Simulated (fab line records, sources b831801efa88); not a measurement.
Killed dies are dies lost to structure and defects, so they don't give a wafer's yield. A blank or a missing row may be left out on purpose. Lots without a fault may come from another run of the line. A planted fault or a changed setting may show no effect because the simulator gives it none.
Problem report in the 8D (eight disciplines) form, filled by code | flow gf180mcu | the parts of the form that need people (team, actions taken, sign-off) are left out

1. THE PROBLEM
HV_LDD_RS at GF_HV_LDD_RS_MEAS_53 reads a mean of 376.0 ohm/sq on 9 wafers of 3 lots; wafers without a fault read 419.2 ohm/sq with a standard deviation of 0.92. That is -47 standard deviations from the usual mean.
The step: measures by four-point-probe.
First seen on wafer L185.1, day 13 19:35, on film_metro-01. The record holds 42 wafers of 14 lots with a number at this step. Rule for "out", or "out of limits": more than 4 standard deviations from the usual mean. The other wafers with a number count as sound.

2. WHAT IT IS AND WHAT IT IS NOT
question                    | is                           | is not
which readings at this step | HV_LDD_RS                    | -
which lots                  | L185, L187, L188             | L182, L183, L184, L195, L196, L197, L198, L201, L202, L203, L204
which wafers of those lots  | all that have a number       | -
read on which gauges        | film_metro-01, film_metro-04 | film_metro-02
when                        | from day 13 19:35            | up to then (9 sound wafers); but 24 sound wafers of L195, L196, L197, L198, L201, L202, L203, L204 came after

3. SUSPECTS, AND WHAT RULES EACH OUT
Counting: a tool at a process step up to the reading stays a suspect if it ran every lot that is out and no sound lot after the first of them.
- the gauge at GF_HV_LDD_RS_MEAS_53: ruled out. The wafers that are out were read on 2 gauges (film_metro-01, film_metro-04).
- implanter-02 at GF_HV_LDD_IMPLANT_36: ruled out as a lasting fault. Sound lots L195, L196, L198, L202, L203, L204 ran on it after its first lot that is out, L185 (day 12 22:18).
Left after counting: nothing in the record.

4. THE CAUSE (what the simulator had put in)
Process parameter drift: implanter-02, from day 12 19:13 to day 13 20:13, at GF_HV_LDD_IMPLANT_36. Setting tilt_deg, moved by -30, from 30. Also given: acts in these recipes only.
Counting ruled it out, wrongly: the rule takes a fault to strike every lot that its tool runs from its start on, and this one did not.

5. THE CHAIN OF EFFECTS, in route order
Each row: a reading whose mean over the struck wafers that have a number lies more than 3 standard deviations from the usual. Only readings for which the record gives a usual standard deviation are gone through. hours: the time from each lot's start at the first step in this table that gives one to its start at this step, as a median over the lots. sigmas: the change in usual standard deviations.
hours | step                 | reading   | usual          | on struck wafers | change  | sigmas
0     | GF_HV_LDD_IMPLANT_36 | tilt_deg  | 30.000 degrees | -0.005           | -30.005 | -99 or more
21    | GF_HV_LDD_RS_MEAS_53 | HV_LDD_RS | 419.2 ohm/sq   | 376.0            | -43.2   | -47
The process steps in it:
- GF_HV_LDD_IMPLANT_36

6. WHAT WOULD HAVE CAUGHT IT SOONER
In this record the first reading out of limits at a measuring or inspecting step was taken at day 13 19:35, 24 hours after the fault began at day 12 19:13.
The tool's own readings at GF_HV_LDD_IMPLANT_36 were out on every struck wafer that the step has a row for (tilt_deg): an alarm limit on them would have fired on the first of those.
